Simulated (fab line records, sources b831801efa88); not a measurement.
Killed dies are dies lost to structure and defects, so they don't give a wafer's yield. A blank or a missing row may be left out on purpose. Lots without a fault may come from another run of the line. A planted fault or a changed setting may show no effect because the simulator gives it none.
Which tool did it? | flow gf180mcu | 12 lots, 36 wafers sampled, at 3 steps of a route of 602

WHAT THE GAUGES READ, wafer by wafer
GF_M4_CD_MEAS_14: target cd 280 nm.
lot  | measured     | on        | cd_nm (nm)
L075 | day 23 11:00 | cd_sem-02 | 280.4 279.5 279.7
L077 | day 24 09:27 | cd_sem-01 | 280.8 280.7 282.4
L079 | day 25 01:10 | cd_sem-02 | 279.2 279.4 279.2
L081 | day 26 01:26 | cd_sem-02 | 280.3 279.7 279.2
L083 | day 26 08:39 | cd_sem-01 | 280.2 278.8 279.8
L085 | day 27 05:31 | cd_sem-01 | 278.0 279.2 278.6
L087 | day 27 22:07 | cd_sem-02 | 279.3 279.9 278.3
L089 | day 28 16:37 | cd_sem-02 | 278.8 277.9 278.5
L091 | day 29 01:00 | cd_sem-02 | 280.6 280.5 280.1
L093 | day 29 15:55 | cd_sem-01 | 278.4 280.1 280.3
L095 | day 30 00:46 | cd_sem-02 | 282.1 281.2 281.4
L097 | day 30 16:11 | cd_sem-01 | 280.1 281.1 279.9

WHICH TOOL RAN EACH LOT (tool, then ch and the chambers of the sampled wafers, then the start)
lot  | GF_M2_SPUTTER_04             | GF_V3_SPUTTER_22
L075 | pvd_sputter-03, day 18 09:50 | pvd_sputter-04, day 22 11:26
L077 | pvd_sputter-03, day 19 08:30 | pvd_sputter-04, day 23 10:19
L079 | pvd_sputter-02, day 19 23:13 | pvd_sputter-04, day 24 02:34
L081 | pvd_sputter-03, day 21 01:02 | pvd_sputter-01, day 25 03:08
L083 | pvd_sputter-02, day 21 10:23 | pvd_sputter-01, day 25 10:28
L085 | pvd_sputter-02, day 22 08:46 | pvd_sputter-02, day 26 07:41
L087 | pvd_sputter-03, day 23 04:22 | pvd_sputter-01, day 27 00:56
L089 | pvd_sputter-03, day 24 02:39 | pvd_sputter-04, day 27 20:59
L091 | pvd_sputter-04, day 24 10:48 | pvd_sputter-01, day 28 04:32
L093 | pvd_sputter-02, day 25 06:14 | pvd_sputter-02, day 28 19:58
L095 | pvd_sputter-03, day 25 13:06 | pvd_sputter-01, day 29 04:35
L097 | pvd_sputter-04, day 26 07:09 | pvd_sputter-01, day 29 20:30
- GF_M2_SPUTTER_04: material TiN, target thk 50 nm, time 41.7 s.
- GF_V3_SPUTTER_22: material TiN, target thk 10 nm, time 40 s.

THE ANSWER, worked out from the rows above alone
Rule: what is usual is taken from the lots themselves. Put in order of their means at a reading, lots are off if they are a third of the lots or fewer, leave a main group of 4 or more, and stand apart from it by a gap of 3 or more times the standard deviation of the main group's means; of several such gaps the widest counts. A main group whose means are all the same, to the digits that the tables above print for the reading, isn't used. A lot without any number at a reading at which 4 lots or more have one is off too. The other lots that the step has rows for count as sound.
No lot is off at any reading shown: from this, nothing can be told.

WHAT THE SIMULATOR HAD PUT IN
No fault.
